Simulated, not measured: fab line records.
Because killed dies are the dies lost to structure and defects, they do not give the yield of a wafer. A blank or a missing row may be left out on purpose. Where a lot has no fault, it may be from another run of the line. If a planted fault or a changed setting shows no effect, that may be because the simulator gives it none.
Problem report, 8D (eight disciplines) form, completed by code + flow sky130 + the parts of the form that need people (team, actions taken, sign-off) are left out

## 1. PROBLEM STATEMENT
Wafers with no fault read 0.976 a.u. with a standard deviation of 0.0075, whereas oesProductAu at SKY_PAD_OPEN_ETCH_07 reads a mean of 0.816 a.u. on 1 wafer of 1 lot. Relative to the usual mean, that is a shift of -21 standard deviations.
The step: etches the open film in CF4/O2, stops on AlCu, target depth 725 nm, time 161.1 s.
First observed at day 49 17:53: wafer L827.3, on rieDiel-01. The record has a number at this step for 15 wafers belonging to 5 lots. Rule for "out" (also "out of limits"): further than 4 standard deviations from the usual mean. The rest of the wafers with a number are treated as sound.

## 2. WHAT IT IS, AND WHAT IT ISN'T
| question                    | is                             | is not                                                                   |
|-----------------------------|--------------------------------|--------------------------------------------------------------------------|
| which readings at this step | oesProductAu, throttleValvePct | biasW, drypumpMotorCurrentA                                              |
| which lots                  | L827                           | L809, L818, L829, L830                                                   |
| which wafers of those lots  | L827.3                         | L827.4, L827.5                                                           |
| read on which tools         | rieDiel-01                     | rieDiel-02, rieDiel-04                                                   |
| when                        | from day 49 17:53              | up to then (8 sound wafers); but 6 sound wafers of L829, L830 came after |

## 3. WHAT RULES OUT EACH SUSPECT
Counting: if a tool at a process step up to the reading ran every lot that is out, it stays a suspect. Sound lots after the first of them don't rule it out here, since some wafers of a struck lot are sound.
- rieDiel-03 at SKY_PASSIVATION_ETCH_11 (etches the open film in CF4/O2, stops on AlCu, target depth 725 nm, time 161.1 s): kept. It ran the lot that is out, L827 (day 49 00:55).
- plasmaAsher-02 at SKY_PASSIVATION_STRIP_12 (strips in O2/N2): kept. It ran the lot that is out, L827 (day 49 01:04); its last sound lot up to then is L809 (day 45 01:02).
- rieDiel-01 at SKY_PAD_OPEN_ETCH_07 (etches the open film in CF4/O2, stops on AlCu, target depth 725 nm, time 161.1 s): kept. It ran the lot that is out, L827 (day 49 17:53); its last sound lot up to then is L818 (day 47 23:08). Its own readings are out on those wafers: oesProductAu, throttleValvePct.
- rieDiel-03, SKY_PASSIVATION_ETCH_11: wafers that are out in chamber 3, sound lot-mates in chambers 0, 1.
- rieDiel-01, SKY_PAD_OPEN_ETCH_07: wafers that are out in chamber 0, sound lot-mates in chambers 1, 3.
rieDiel-03 at SKY_PASSIVATION_ETCH_11, plasmaAsher-02 at SKY_PASSIVATION_STRIP_12 and rieDiel-01 at SKY_PAD_OPEN_ETCH_07 are what is left after counting.

## 4. THE CAUSE (what the simulator had put in)
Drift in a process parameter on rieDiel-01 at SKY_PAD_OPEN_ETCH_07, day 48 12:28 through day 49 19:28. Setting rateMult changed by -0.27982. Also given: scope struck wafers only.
Counting left 3 suspects, and this tool is among them.

## 5. THE EFFECT CHAIN, in route order
One row per reading whose mean, taken over the struck wafers that have a number, lies over 3 standard deviations from the usual. Only readings for which the record gives a usual standard deviation are gone through. hours: the time from each lot's start at the first step in this table that gives one to its start at this step, as a median over the lots. sigmas: the change in usual standard deviations.
| hours | step                 | reading          | usual      | on struck wafers | change | sigmas |
|-------|----------------------|------------------|------------|------------------|--------|--------|
| 0     | SKY_PAD_OPEN_ETCH_07 | oesProductAu     | 0.976 a.u. | 0.816            | -0.160 | -21    |
| 0     | SKY_PAD_OPEN_ETCH_07 | throttleValvePct | 5.964 %    | 5.921            | -0.043 | -5.3   |
Process steps it contains:
- SKY_PAD_OPEN_ETCH_07: etches the open film in CF4/O2, stops on AlCu, target depth 725 nm, time 161.1 s.

## 6. WHAT WOULD HAVE CAUGHT IT SOONER
In this record no reading fell out of limits until day 49 17:53, 29 hours after the fault had begun at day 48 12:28.
